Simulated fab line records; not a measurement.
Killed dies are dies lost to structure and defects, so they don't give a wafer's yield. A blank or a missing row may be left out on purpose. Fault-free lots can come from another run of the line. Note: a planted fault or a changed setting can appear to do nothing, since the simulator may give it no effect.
Lot-split experiment    flow sky130    23 wafers read from 5 lots, route of 708 steps

## ON THE SPLIT
At SKY_SD_N_EXPOSE_04 (exposes mask NSDM, target cd 380 nm), the setting dose mj was moved away from the recipe's 141 on 5 of the 23 wafers read, by -7.4% to -3.0%. The other wafers ran this setting at the recipe's value.

## FROM THE SPLIT TO THE READING: what the file shows between them, 2 steps
- SKY_SD_N_PEB_05
- SKY_SD_N_DEVELOP_06: develop time 60 s

## THE READING
cd nm (nm) at SKY_SD_N_CD_MEAS_07, where the cd target is 380 nm. Fault-free wafers of this fab line usually give 379.8 nm, standard deviation 2.3 nm.

wafer   tool, chamber at the split  dose mj as run  against the recipe  cd nm, nm  against lot-mates on the recipe
L074.1  iline stepper-02, 0         141             recipe              376.1      -
L074.2  iline stepper-02, 0         141             recipe              377.0      -
L074.3  iline stepper-02, 0         141             recipe              379.0      -
L074.5  iline stepper-02, 0         141             recipe              376.9      -
L074.6  iline stepper-02, 0         141             recipe              376.7      -
L076.1  iline stepper-01, 0         141             recipe              382.1      -
L076.2  iline stepper-01, 0         141             recipe              378.7      -
L076.5  iline stepper-01, 0         141             recipe              379.1      -
L080.2  iline stepper-01, 0         130.5           -7.4%               354.3      -23.0
L080.3  iline stepper-01, 0         141             recipe              379.7      -
L080.4  iline stepper-01, 0         141             recipe              376.6      -
L080.5  iline stepper-01, 0         141             recipe              375.5      -
L080.6  iline stepper-01, 0         130.5           -7.4%               353.5      -23.8
L079.1  iline stepper-01, 0         141             recipe              378.6      -
L079.2  iline stepper-01, 0         141             recipe              374.7      -
L079.3  iline stepper-01, 0         141             recipe              375.8      -
L079.4  iline stepper-01, 0         141             recipe              377.5      -
L079.5  iline stepper-01, 0         141             recipe              377.1      -
L083.1  iline stepper-01, 0         141             recipe              378.1      -
L083.2  iline stepper-01, 0         136.8           -3.0%               369.4      -8.7
L083.3  iline stepper-01, 0         141             recipe              378.1      -
L083.5  iline stepper-01, 0         136.8           -3.0%               369.5      -8.6
L083.6  iline stepper-01, 0         136.8           -3.0%               368.3      -9.8

FIT RESULTS
A straight line over all 23 wafers: cd nm changes by +3.14 nm for each +1% of dose mj; r = +0.98; the points scatter about the line by 1.6 nm.
The same after taking each lot's own level away (the mean of its wafers on the recipe; 23 wafers): +3.12 nm for each +1%; r = +0.99; scatter 1.2 nm.
The reading moves by 23 nm for the largest change in dose mj, on that fit.
Measured against the standard deviation above, the lots' own levels, which go from 376.74 to 379.97 nm, span 1.4 times it.
So the lot-to-lot level changes the slope little: the two slopes agree.
Check: with one of the wafers moved furthest among these (-7.4%) left out of the fit, the line predicts -23.4 nm for it against its lot-mates. Against them it came out at -23 nm.

## ADDITIONAL SPLITS CARRIED BY THESE WAFERS
Other splits were also applied to these wafers ahead of the reading. Each is held against what the fit with the lots' levels taken away leaves over:
other split on the same wafers     wafers away from the commonest value  r with cd nm (lot level and that fit taken away)
SKY_RES_PROTECT_EXPOSE_04 dose mj  5                                     -0.14
SKY_LDD_N_COAT_02 spin rpm         4                                     -0.11
SKY_LDD_N_IMPLANT_09 energy kev    8                                     -0.08
SKY_LDD_HVN_COAT_02 resist thk nm  9                                     +0.19
SKY_LDD_HVN_SOFTBAKE_03 time s     10                                    -0.11
SKY_LDD_LDN_SOFTBAKE_03 temp c     7                                     +0.02
SKY_LDD_LDN_IMPLANT_10 energy kev  12                                    +0.16
SKY_SD_P_COAT_02 resist thk nm     5                                     +0.09
SKY_SD_P_IMPLANT_09 dose cm2       7                                     -0.12

## THE FILE'S OWN FIT
cd nm changes by +3.13 nm for each +1% of dose mj, r = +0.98.
